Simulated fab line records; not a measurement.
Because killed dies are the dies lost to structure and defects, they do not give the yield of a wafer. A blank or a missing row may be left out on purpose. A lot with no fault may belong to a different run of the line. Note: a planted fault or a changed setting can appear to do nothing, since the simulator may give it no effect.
fab line records | flow sky130
[record] lots = 6 wafers = 18 lastDay = 50
route steps=708 shown LDD_HVP@287 LDD_LDN@289 PAD_OPEN@708
lots with no fault: from the same line, run without faults
startH: start of the lot's first displayed wafer, in hours after the record's first day | waitH: how many hours have passed since the lot's step before this one | " same as the row above | L1.1+2: one row covering several wafers at once | - no value present, or no start provided | * or withheld: withheld | < > ~ a bound
route shown NAME@n: NAME is a module with steps in the file, n the number in the route of the first one | usual: mean and standard deviation over wafers with no fault | same: alike in all rows | chamber/n: place in a boat | sites: per-site readings | _std_site: the values' standard deviation | _edge_site: inner sites' mean taken away from outer sites' mean | radiusMm: how far each site lies from the wafer's centre | mask NAME#n: copy n | behind: tool/chamber where the wafer was last shaped | hold: what put the lot on hold/how long, in hours/how the hold closed | device: names the non-switching transistor (n, p or np) | end of line: the route-end tests of the same wafers | for a step that has no rows: nothing shown but its recipe | killed: dies that structure and defects cost at the first sort, which is not the same as the wafer's yield | map: a wafer's dies, marking killed ones x, the rest . and places with no die _
set.NAME: setting as actually run; set.NAME@STEP: the setting as run at that earlier step | model.NAME: the simulator's own value behind a step, which no gauge read
lots at selected steps of the route; one table per step, one row per wafer
services: from which hour (startH, from the record's first day; less than 0 if before it) a tool's chamber was out of use, for how many hours, and why
[[steps]]
[step SKY_LDD_HVP_STRIP_09]
[recipe] chemistry = O2/N2 powerW = 1400 pressureMtorr = 1500 platenTempC = withheld o2FlowSccm = 3000 n2FlowSccm = 300 overashFraction = 0.5
[usual] chamberPressureMTorr = 1500.1/1.3 drypumpMotorCurrentA = 5.6/0.45 oesProductAu = 0.408/0.0041 stripTimeToEndpointS = 4.133/0.013
// columns lot.wafer tool chamber startH waitH chamberPressureMTorr drypumpMotorCurrentA oesProductAu rfHoursCounterH stripTimeToEndpointS
L770.1 plasmaAsher-03 0 522.38 0.1 1501.5 6.0 0.408 82 4.127
L770.3 " 0 " " 1501.1 6.0 0.410 - 4.125
L770.5 " 0 " " 1501.6 6.0 0.407 - 4.142
L772.1 plasmaAsher-04 1 539.18 0.1 1503.0 5.5 0.407 9 4.134
L772.4 " 1 " " 1502.2 5.5 0.404 - 4.125
L772.5 " 1 " " 1497.6 5.6 0.404 - 4.141
L784.1 plasmaAsher-02 1 656.88 0.1 1498.9 4.8 0.407 82 4.132
L784.4 " 1 " " 1499.4 4.8 0.413 - 4.120
L784.6 " 0 " " 1500.2 5.8 0.407 - 4.157
L785.1 plasmaAsher-02 1 660.43 0.1 1500.4 4.8 0.409 83 4.144
L785.4 " 1 " " 1502.3 4.8 0.410 - 4.135
L785.5 " 0 " " 1498.2 5.8 0.404 - 4.146
L790.2 plasmaAsher-02 1 684.43 0.1 1499.8 4.8 0.404 86 4.149
L790.4 " 0 " " 1498.9 5.8 0.408 - 4.130
L790.5 " 0 " " 1500.7 5.8 0.409 - 4.143
L789.2 plasmaAsher-04 1 689.33 0.1 1500.8 5.5 0.415 24 4.134
L789.3 " 1 " " 1500.2 5.6 0.406 - 4.147
L789.4 " 0 " " 1500.1 6.1 0.409 - 4.143
[step SKY_LDD_HVP_TW_MEAS_10]
[usual] LDD_HVP_TW = 455/3.6
// columns lot.wafer tool chamber startH waitH LDD_HVP_TW
L770.1 filmMetro-01 - 522.48 0.1 452
L770.3 " - " " 450
L770.5 " - " " 451
L772.1 filmMetro-01 - 539.28 0.1 452
L772.4 " - " " 454
L772.5 " - " " 451
L784.1 filmMetro-01 - 656.98 0.1 452
L784.4 " - " " 449
L784.6 " - " " 451
L785.1 filmMetro-04 - 660.53 0.1 452
L785.4 " - " " 455
L785.5 " - " " 453
L790.2 filmMetro-01 - 684.54 0.1 456
L790.4 " - " " 454
L790.5 " - " " 453
L789.2 filmMetro-02 - 689.44 0.1 459
L789.3 " - " " 457
L789.4 " - " " 461
[step SKY_LDD_LDN_DEHYDRATE_00]
[recipe] tempC = 200 timeS = 60
[step SKY_LDD_LDN_HMDS_01]
[recipe] primeTimeS = 60 primeTempC = 120
[step SKY_LDD_LDN_COAT_02]
[recipe] resist = NOVOLAK spinRpm = 3000 resistThkNm = 1140
[step SKY_LDD_LDN_SOFTBAKE_03]
[recipe] tempC = 90 timeS = 60 resist = NOVOLAK
[step SKY_LDD_LDN_EXPOSE_04]
[recipe] maskId = LDNTM na = 0.6 sourceShape = conventional sigmaOuter = 0.6 polarization = unpolarized targetCdNm = 700 doseMj = 140
[step SKY_LDD_LDN_PEB_05]
[recipe] tempC = withheld timeS = * resist = NOVOLAK
[step SKY_LDD_LDN_DEVELOP_06]
[recipe] resist = NOVOLAK developer = TMAH developTimeS = 60 devTempC = 23
[step SKY_LDD_LDN_OVL_MEAS_07]
[usual] LDD_LDN_OVL = -0.8/1.5
// columns lot.wafer tool chamber startH waitH LDD_LDN_OVL[nm]
L770.1 overlay-01 - 552.40 0.1 -1.6
L770.3 " - " " -1.2
L770.5 " - " " -0.5
L772.1 overlay-02 - 569.72 0.1 -0.7
L772.4 " - " " -0.9
L772.5 " - " " -1.3
L784.1 overlay-01 - 685.47 0.1 -1.2
L784.4 " - " " -2.1
L784.6 " - " " -0.8
L785.1 overlay-02 - 689.07 0.1 -2.1
L785.4 " - " " -2.1
L785.5 " - " " -1.4
L790.2 overlay-02 - 711.98 0.1 0.3
L790.4 " - " " -1.5
L790.5 " - " " -1.0
L789.2 overlay-01 - 716.28 0.1 1.4
L789.3 " - " " 1.3
L789.4 " - " " 1.2
[step SKY_LDD_LDN_IMPLANT_08]
[recipe] species = As energyKev = 15 doseCm2 = 1.25e+13 tiltDeg = withheld rotationDeg = 23
[step SKY_LDD_LDN_IMPLANT_09]
[recipe] species = As energyKev = 15 doseCm2 = 1.25e+13 tiltDeg = withheld rotationDeg = 113
[step SKY_LDD_LDN_IMPLANT_10]
[recipe] species = As energyKev = 15 doseCm2 = 1.25e+13 tiltDeg = withheld rotationDeg = 203
[usual] doseIonsCm2 = 1.2501e+13/1.3e+10 faradayCurrentUA = 70.6/1.5
// columns lot.wafer tool chamber startH waitH doseIonsCm2 faradayCurrentUA
L770.1 implanter-04 0 552.73 0.1 1.2503e+13 74.8
L770.3 " 0 " " 1.2502e+13 72.2
L770.5 " 0 " " 1.2481e+13 72.6
L772.1 implanter-02 0 570.06 0.1 1.25e+13 67.5
L772.4 " 0 " " 1.2517e+13 70.3
L772.5 " 0 " " 1.2503e+13 69.3
L784.1 implanter-02 0 685.81 0.1 5.762e+12 32.3
L784.4 " 0 " " 5.765e+12 34.3
L784.6 " 0 " " 5.755e+12 32.3
L785.1 implanter-02 0 689.41 0.1 5.773e+12 33.3
L785.4 " 0 " " 5.782e+12 32.6
L785.5 " 0 " " 5.765e+12 32.5
L790.2 implanter-01 0 712.34 0.1 1.2475e+13 71.6
L790.4 " 0 " " 1.2493e+13 70.5
L790.5 " 0 " " 1.2489e+13 68.4
L789.2 implanter-01 0 716.64 0.1 1.2494e+13 71.9
L789.3 " 0 " " 1.2503e+13 69.6
L789.4 " 0 " " 1.2523e+13 68.7
[step SKY_LDD_LDN_IMPLANT_11]
[recipe] species = As energyKev = 15 doseCm2 = 1.25e+13 tiltDeg = withheld rotationDeg = 293
[step SKY_LDD_LDN_STRIP_12]
[recipe] chemistry = O2/N2 powerW = 1400 pressureMtorr = 1500 platenTempC = withheld o2FlowSccm = 3000 n2FlowSccm = 300 overashFraction = 0.5
[usual] chamberPressureMTorr = 1500.0/1.3 drypumpMotorCurrentA = 5.6/0.46 oesProductAu = 0.715/0.0046 stripTimeToEndpointS = 14.18/0.038
// columns lot.wafer tool chamber startH waitH chamberPressureMTorr drypumpMotorCurrentA oesProductAu rfHoursCounterH stripTimeToEndpointS
L770.1 plasmaAsher-02 0 553.03 0.1 1500.1 5.8 0.716 71 14.15
L770.3 " 0 " " 1499.1 5.8 0.707 - 14.15
L770.5 " 1 " " 1498.7 4.8 0.712 - 14.17
L772.1 plasmaAsher-01 0 570.36 0.1 1501.3 6.1 0.718 45 14.20
L772.4 " 1 " " 1499.6 5.6 0.708 - 14.19
L772.5 " 0 " " 1500.7 6.1 0.719 - 14.17
L784.1 plasmaAsher-02 0 686.11 0.1 1499.9 5.8 0.713 86 14.17
L784.4 " 1 " " 1498.7 4.8 0.720 - 14.14
L784.6 " 1 " " 1500.9 4.8 0.721 - 14.19
L785.1 plasmaAsher-01 1 689.71 0.1 1498.4 5.5 0.710 57 14.15
L785.4 " 1 " " 1502.8 5.6 0.718 - 14.17
L785.5 " 0 " " 1499.1 6.1 0.719 - 14.20
L790.2 plasmaAsher-04 1 712.61 0.1 1501.4 5.5 0.723 26 14.19
L790.4 " 0 " " 1498.7 6.1 0.715 - 14.12
L790.5 " 0 " " 1501.2 6.2 0.719 - 14.18
L789.2 plasmaAsher-01 1 716.91 0.1 1498.6 5.6 0.717 60 14.23
L789.3 " 0 " " 1499.6 6.1 0.718 - 14.20
L789.4 " 1 " " 1498.5 5.6 0.726 - 14.19
[step SKY_LDD_LDN_TW_MEAS_13]
[usual] LDD_LDN_TW = 1473/8
// columns lot.wafer tool chamber startH waitH LDD_LDN_TW
L770.1 filmMetro-04 - 553.13 0.1 1486
L770.3 " - " " 1487
L770.5 " - " " 1487
L772.1 filmMetro-01 - 570.46 0.1 1468
L772.4 " - " " 1466
L772.5 " - " " 1463
L784.1 filmMetro-03 - 686.21 0.1 1421
L784.4 " - " " 1428
L784.6 " - " " 1410
L785.1 filmMetro-01 - 689.81 0.1 1407
L785.4 " - " " 1409
L785.5 " - " " 1415
L790.2 filmMetro-04 - 712.72 0.1 1479
L790.4 " - " " 1477
L790.5 " - " " 1483
L789.2 filmMetro-04 - 717.02 0.1 1486
L789.3 " - " " 1477
L789.4 " - " " 1487
[step SKY_LDD_LDN_CLEAN_14]
[recipe] chemistry = SC1/SC2 mix = 1:4:20 tempC = 70 timeS = 150 dry = n2Spin
[step SKY_PAD_OPEN_PROBE_99]
[usual] killed_at_M0_to_M3 = 44/7.3 killed_at_M4_up = 3.1/1.6 killedAtContacts = 24/5.4 killedAtFrontEnd = 15/4 killedAtOther = 0.2/0.49 killedDies = 86/10 killedOnRim = 17/3.7 killedOpen = 48/7.3 killedShort = 38/6.3
[same] grossDies = 492 killedAtBackSide = 0
// columns lot.wafer tool chamber startH waitH killed_at_M0_to_M3 killed_at_M4_up killedAtContacts killedAtFrontEnd killedAtOther killedDies killedOnRim killedOpen killedShort model.etest.tipSonos.rsOhmSq
L770.1 prober-01 - 1091.54 0.1 54 2 20 15 0 91 20 45 46 2608
L770.3 prober-01 - 1091.64 0.2 45 0 27 26 0 98 19 57 41 2598
L770.5 prober-01 - 1091.74 0.2 37 4 27 20 1 89 21 57 32 2642
L772.1 prober-01 - 1105.19 0.1 38 3 13 16 0 70 14 31 39 2587
L772.4 prober-01 - 1105.34 0.2 40 3 27 15 0 85 15 46 39 2648
L772.5 prober-01 - 1105.39 0.2 26 2 23 19 0 70 11 40 30 2609
L785.1 prober-01 - 1182.37 0.1 46 1 21 9 0 77 17 47 30 2848
L785.4 prober-01 - 1182.52 0.2 45 3 15 13 0 76 10 38 38 2857
L785.5 prober-01 - 1182.57 0.2 37 5 21 15 0 78 18 43 35 2824
L784.1 prober-02 - 1182.52 0.1 41 1 30 25 0 97 17 58 39 2852
L784.4 prober-02 - 1182.67 0.2 54 2 21 18 0 95 18 50 45 2745
L784.6 prober-02 - 1182.77 0.2 46 3 24 17 1 91 19 50 41 2766
L790.2 prober-01 - 1195.44 0.1 37 3 25 13 1 79 15 50 29 2667
L790.4 prober-01 - 1195.54 0.2 56 3 28 16 0 103 16 49 54 2651
L790.5 prober-01 - 1195.59 0.2 50 4 29 17 0 100 16 61 39 2626
L789.2 prober-02 - 1197.67 0.1 32 6 34 17 0 89 15 52 37 2596
L789.3 prober-02 - 1197.72 0.2 60 2 24 12 0 98 16 52 46 2570
L789.4 prober-02 - 1197.77 0.2 50 5 35 12 0 102 20 66 36 2613
// killed by level:class
L770.1 VIA3:geometricParticle:open=10 VIA1:geometricParticle:open=8 METAL1:geometricParticle:short=8 METAL2:geometricParticle:short=7 VIA2:geometricParticle:open=7 LOCAL_INTERCONNECT:geometricParticle:short=6 CONTACT:geometricParticle:short=6 FIELD_ISO:geometricParticle:open=5
L770.3 VIA1:geometricParticle:open=13 CONTACT:geometricParticle:open=9 FIELD_ISO:geometricParticle:open=7 VIA1:geometricParticle:short=7 LI_CONTACT:geometricParticle:open=6 CONTACT:geometricParticle:short=6 METAL1:geometricParticle:short=6 VIA3:geometricParticle:open=6
L770.5 CONTACT:geometricParticle:open=10 VIA3:geometricParticle:open=9 LI_CONTACT:geometricParticle:open=8 VIA1:geometricParticle:open=8 CONTACT:geometricParticle:short=6 VIA2:geometricParticle:open=5 FIELD_ISO:geometricParticle:open=5 FIELD_ISO:geometricParticle:short=5
L772.1 VIA1:geometricParticle:open=7 METAL2:geometricParticle:short=7 VIA2:geometricParticle:open=6 FIELD_ISO:geometricParticle:open=4 POLY_GATE:geometricParticle:short=4 LI_CONTACT:geometricParticle:short=4 CONTACT:geometricParticle:open=4 METAL3:geometricParticle:short=4
L772.4 VIA2:geometricParticle:open=11 LI_CONTACT:geometricParticle:open=7 CONTACT:geometricParticle:open=7 VIA1:geometricParticle:open=6 CONTACT:geometricParticle:short=6 METAL1:geometricParticle:short=6 FIELD_ISO:geometricParticle:open=4 LOCAL_INTERCONNECT:geometricParticle:short=4
L772.5 CONTACT:geometricParticle:open=9 FIELD_ISO:geometricParticle:open=6 VIA2:geometricParticle:open=6 FIELD_ISO:geometricParticle:short=5 LI_CONTACT:geometricParticle:open=5 LOCAL_INTERCONNECT:geometricParticle:short=5 VIA1:geometricParticle:open=5 POLY_GATE:geometricParticle:short=4
L785.1 VIA3:geometricParticle:open=13 LI_CONTACT:geometricParticle:open=8 METAL1:geometricParticle:short=6 VIA2:geometricParticle:open=6 VIA1:geometricParticle:open=5 CONTACT:geometricParticle:open=4 LOCAL_INTERCONNECT:geometricParticle:open=3 CONTACT:geometricParticle:short=3
L784.1 CONTACT:geometricParticle:open=13 VIA1:geometricParticle:open=11 VIA3:geometricParticle:open=8 LI_CONTACT:geometricParticle:open=6 FIELD_ISO:geometricParticle:open=5 FIELD_ISO:geometricParticle:short=5 LOCAL_INTERCONNECT:geometricParticle:short=5 METAL1:geometricParticle:short=4
L785.4 VIA1:geometricParticle:open=10 LOCAL_INTERCONNECT:geometricParticle:short=8 VIA2:geometricParticle:short=7 VIA3:geometricParticle:open=6 FIELD_ISO:geometricParticle:short=5 VIA1:geometricParticle:short=5 VIA2:geometricParticle:open=5 FIELD_ISO:geometricParticle:open=4
L785.5 LI_CONTACT:geometricParticle:open=10 VIA1:geometricParticle:open=7 VIA2:geometricParticle:open=6 FIELD_ISO:geometricParticle:short=4 CONTACT:geometricParticle:open=4 METAL1:geometricParticle:short=4 VIA1:geometricParticle:short=4 VIA3:geometricParticle:open=4
L784.4 VIA1:geometricParticle:open=12 VIA2:geometricParticle:open=9 METAL1:geometricParticle:short=8 VIA3:geometricParticle:open=8 FIELD_ISO:geometricParticle:open=6 LI_CONTACT:geometricParticle:open=5 CONTACT:geometricParticle:short=5 CONTACT:geometricParticle:open=5
L784.6 VIA1:geometricParticle:open=10 VIA2:geometricParticle:open=9 CONTACT:geometricParticle:open=8 LI_CONTACT:geometricParticle:open=7 POLY_GATE:geometricParticle:short=6 FIELD_ISO:geometricParticle:short=5 VIA3:geometricParticle:open=5 CONTACT:geometricParticle:short=4
L790.2 CONTACT:geometricParticle:open=15 VIA1:geometricParticle:open=8 VIA3:geometricParticle:open=6 LI_CONTACT:geometricParticle:open=5 METAL1:geometricParticle:short=5 VIA2:geometricParticle:open=5 FIELD_ISO:geometricParticle:open=3 POLY_GATE:geometricParticle:open=3
L790.4 VIA1:geometricParticle:open=12 VIA1:geometricParticle:short=9 CONTACT:geometricParticle:open=8 VIA3:geometricParticle:open=8 METAL1:geometricParticle:short=7 FIELD_ISO:geometricParticle:open=6 LOCAL_INTERCONNECT:geometricParticle:short=6 CONTACT:geometricParticle:short=6
L790.5 VIA1:geometricParticle:open=13 VIA2:geometricParticle:open=12 CONTACT:geometricParticle:open=10 VIA3:geometricParticle:open=8 CONTACT:geometricParticle:short=7 POLY_GATE:geometricParticle:short=6 POLY_GATE:geometricParticle:open=4 LI_CONTACT:geometricParticle:open=4
L789.2 CONTACT:geometricParticle:open=15 LI_CONTACT:geometricParticle:open=10 METAL1:geometricParticle:short=7 VIA1:geometricParticle:open=7 VIA2:geometricParticle:open=6 POLY_GATE:geometricParticle:open=5 LOCAL_INTERCONNECT:geometricParticle:short=5 METAL4:geometricParticle:short=5
L789.3 VIA1:geometricParticle:open=15 CONTACT:geometricParticle:open=11 VIA1:geometricParticle:short=9 METAL1:geometricParticle:short=7 VIA2:geometricParticle:open=6 METAL2:geometricParticle:short=6 POLY_GATE:geometricParticle:short=4 LI_CONTACT:geometricParticle:short=4
L789.4 CONTACT:geometricParticle:open=17 VIA1:geometricParticle:open=15 LI_CONTACT:geometricParticle:open=13 VIA2:geometricParticle:open=7 VIA1:geometricParticle:short=6 VIA3:geometricParticle:open=6 POLY_GATE:geometricParticle:short=4 METAL1:geometricParticle:short=4
[[services]]
// columns tool chamber startH hours kind
plasmaAsher-04 - 499.67 12.5 repair
implanter-01 - 530.61 1.2 repair
implanter-04 - 547.65 1.6 repair
plasmaAsher-04 - 554.89 1.1 repair
implanter-02 - 588.67 0.7 repair
plasmaAsher-02 - 600.78 2.1 repair
implanter-04 - 656.88 6.4 pm
plasmaAsher-04 - 658.64 3.5 repair
implanter-01 - 658.85 7.4 repair
plasmaAsher-03 - 667.47 14.6 pm
implanter-04 - 695.14 3.9 pm
implanter-02 - 701.18 0.6 repair
plasmaAsher-01 - 704.31 2.8 pm
implanter-01 - 709.01 2.6 repair
[[key]]
[firstSign] step = SKY_LDD_LDN_IMPLANT_10 reading = doseIonsCm2 direction = down sigmas = 99+ usual = * struck = *
[effect] step = SKY_LDD_LDN_IMPLANT_10 reading = faradayCurrentUA direction = down sigmas = 25 usual = 70.6 struck = 32.9
[effect] step = SKY_LDD_LDN_TW_MEAS_13 reading = LDD_LDN_TW direction = down sigmas = 7.2 usual = 1473 struck = 1415
[modelEffect] step = SKY_PAD_OPEN_PROBE_99 value = etest.tipSonos.rsOhmSq without = 2606 struck = 2815
metAt SKY_LDD_LDN_IMPLANT_10
struckWafers L784.1,L784.4,L784.6,L785.1,L785.4,L785.5
testerLeftOut L784,L785
onsetBetween 570.06 685.81
[fault] kind = processParameterDrift tool = implanter-02 chamber = - onsetH = 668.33 steps = SKY_LDD_LDN_IMPLANT_10 channel = doseCm2 offset = * shape = step endH = 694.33 actsIn = * stated = *
// testerLeftOut: of these lots the tester's yield and bins aren't shown, on N5 and GAA mostly nor the transistor test; their killed dies are dies lost to structure and defects alone, not to doping, threshold or leakage, so they don't give the yield
